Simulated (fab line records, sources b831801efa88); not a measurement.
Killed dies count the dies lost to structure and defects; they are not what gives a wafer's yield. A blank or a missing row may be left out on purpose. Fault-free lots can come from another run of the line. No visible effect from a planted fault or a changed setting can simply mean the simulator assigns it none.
Which of the tools did it? :: flow sfq_line :: 14 lots, 41 wafers sampled, at 1 step of a route of 325

WHAT THE GAUGES SHOWED, per wafer
The record lacks any reading of a measuring or inspecting step that a usual standard deviation could be used to judge.

WHICH TOOL RAN EACH LOT (tool, then ch and the chambers of the sampled wafers, then the start)
lot: L596
SFQ_TRILAYER_C5_ETCH_VIA_ETCH_154: rie_diel-02 ch 1,3, day 67 10:40

lot: L597
SFQ_TRILAYER_C5_ETCH_VIA_ETCH_154: rie_diel-01 ch 1,2, day 67 11:52

lot: L598
SFQ_TRILAYER_C5_ETCH_VIA_ETCH_154: rie_diel-04 ch 1,2,3, day 67 14:16

lot: L604
SFQ_TRILAYER_C5_ETCH_VIA_ETCH_154: rie_diel-04 ch 0,2,3, day 69 02:19

lot: L605
SFQ_TRILAYER_C5_ETCH_VIA_ETCH_154: rie_diel-04 ch 0,2,3, day 70 02:22

lot: L606
SFQ_TRILAYER_C5_ETCH_VIA_ETCH_154: rie_diel-04 ch 1,2,3, day 70 22:11

lot: L607
SFQ_TRILAYER_C5_ETCH_VIA_ETCH_154: rie_diel-02 ch 2,3, day 71 06:35

lot: L608
SFQ_TRILAYER_C5_ETCH_VIA_ETCH_154: rie_diel-01 ch 0,1,3, day 71 07:47

lot: L609
SFQ_TRILAYER_C5_ETCH_VIA_ETCH_154: rie_diel-02 ch 0,1,2, day 71 12:35

lot: L614
SFQ_TRILAYER_C5_ETCH_VIA_ETCH_154: rie_diel-01 ch 1,2, day 72 11:38

lot: L616
SFQ_TRILAYER_C5_ETCH_VIA_ETCH_154: rie_diel-04 ch 2,3, day 73 06:58

lot: L617
SFQ_TRILAYER_C5_ETCH_VIA_ETCH_154: rie_diel-04 ch 0,1,2, day 73 12:58

lot: L618
SFQ_TRILAYER_C5_ETCH_VIA_ETCH_154: rie_diel-01 ch 0,1,2, day 73 16:34

lot: L619
SFQ_TRILAYER_C5_ETCH_VIA_ETCH_154: rie_diel-02 ch 1,3, day 73 20:25
- SFQ_TRILAYER_C5_ETCH_VIA_ETCH_154: etches SiO2 in CHF3, stops on Nb, target depth 84 nm.

WHAT THE TOOLS THEMSELVES READ (means of the sampled wafers that have a number; where no wafer has one, the mark that the record gives instead)
SFQ_TRILAYER_C5_ETCH_VIA_ETCH_154. Usual: bias_w 80.05 W, standard deviation 0.24; drypump_motor_current_A 5.9 A, standard deviation 0.6; oes_product_au 0.895 a.u., standard deviation 0.007.
lot: L596
tool: rie_diel-02
bias_w (W): 79.85
drypump_motor_current_A (A): 6.1
oes_product_au (a.u.): 0.890
flag: 

lot: L597
tool: rie_diel-01
bias_w (W): 80.21
drypump_motor_current_A (A): 6.3
oes_product_au (a.u.): 0.896
flag: 

lot: L598
tool: rie_diel-04
bias_w (W): 80.24
drypump_motor_current_A (A): 5.8
oes_product_au (a.u.): 0.898
flag: 

lot: L604
tool: rie_diel-04
bias_w (W): 80.09
drypump_motor_current_A (A): 6.1
oes_product_au (a.u.): 0.889
flag: 

lot: L605
tool: rie_diel-04
bias_w (W): 79.86
drypump_motor_current_A (A): 6.1
oes_product_au (a.u.): 0.892
flag: 

lot: L606
tool: rie_diel-04
bias_w (W): 79.87
drypump_motor_current_A (A): 5.8
oes_product_au (a.u.): 0.891
flag: 

lot: L607
tool: rie_diel-02
bias_w (W): 79.99
drypump_motor_current_A (A): 5.2
oes_product_au (a.u.): 0.896
flag: 

lot: L608
tool: rie_diel-01
bias_w (W): 79.97
drypump_motor_current_A (A): 6.1
oes_product_au (a.u.): 0.900
flag: 

lot: L609
tool: rie_diel-02
bias_w (W): 79.85
drypump_motor_current_A (A): 5.6
oes_product_au (a.u.): 0.890
flag: 

lot: L614
tool: rie_diel-01
bias_w (W): 80.00
drypump_motor_current_A (A): 6.1
oes_product_au (a.u.): 0.894
flag: 

lot: L616
tool: rie_diel-04
bias_w (W): 61.47
drypump_motor_current_A (A): 6.3
oes_product_au (a.u.): 0.894
flag: OFF

lot: L617
tool: rie_diel-04
bias_w (W): 61.43
drypump_motor_current_A (A): 5.6
oes_product_au (a.u.): 0.899
flag: OFF

lot: L618
tool: rie_diel-01
bias_w (W): 80.22
drypump_motor_current_A (A): 6.2
oes_product_au (a.u.): 0.898
flag: 

lot: L619
tool: rie_diel-02
bias_w (W): 80.24
drypump_motor_current_A (A): 6.1
oes_product_au (a.u.): 0.889
flag: 

THE ANSWER, worked out from the rows above alone
Rule: a lot counts as off when the mean over its wafers that have a number is more than 3 standard deviations away from the usual mean. A lot without any number at a reading at which 4 lots or more have one is off too. Any other lot the step has rows for is counted as sound. The gauges are gone through in route order, then the tools' own readings, and for those a lot's mean is taken as printed above. At the first step where some lot is off, the reading lying furthest off is the one used; lots without a number count as furthest.
Off: L616, L617 (SFQ_TRILAYER_C5_ETCH_VIA_ETCH_154, bias_w).
A tool fits if, at that step or a process step before it, it ran every lot that is off, and no sound lot after the first of them. One fits: rie_diel-04 at SFQ_TRILAYER_C5_ETCH_VIA_ETCH_154. A fault onset in the window from L606 (day 70 22:11, its last sound lot) to L616 (day 73 06:58, its first lot off) fits.
On the lots that are off, the tool's own readings at SFQ_TRILAYER_C5_ETCH_VIA_ETCH_154 differ by more than 5 times the standard deviation of the sound lots' means, which bears it out; bias_w reads 61.45 W there versus 80.03 W on the sound lots.

WHAT THE SIMULATOR HAD PUT IN
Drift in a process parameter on rie_diel-04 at SFQ_TRILAYER_C5_ETCH_VIA_ETCH_154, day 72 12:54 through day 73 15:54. The setting bias_w was moved by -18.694, starting from 80. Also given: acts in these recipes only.
Lots struck among those shown: L616, L617. The same result came from the rule above.
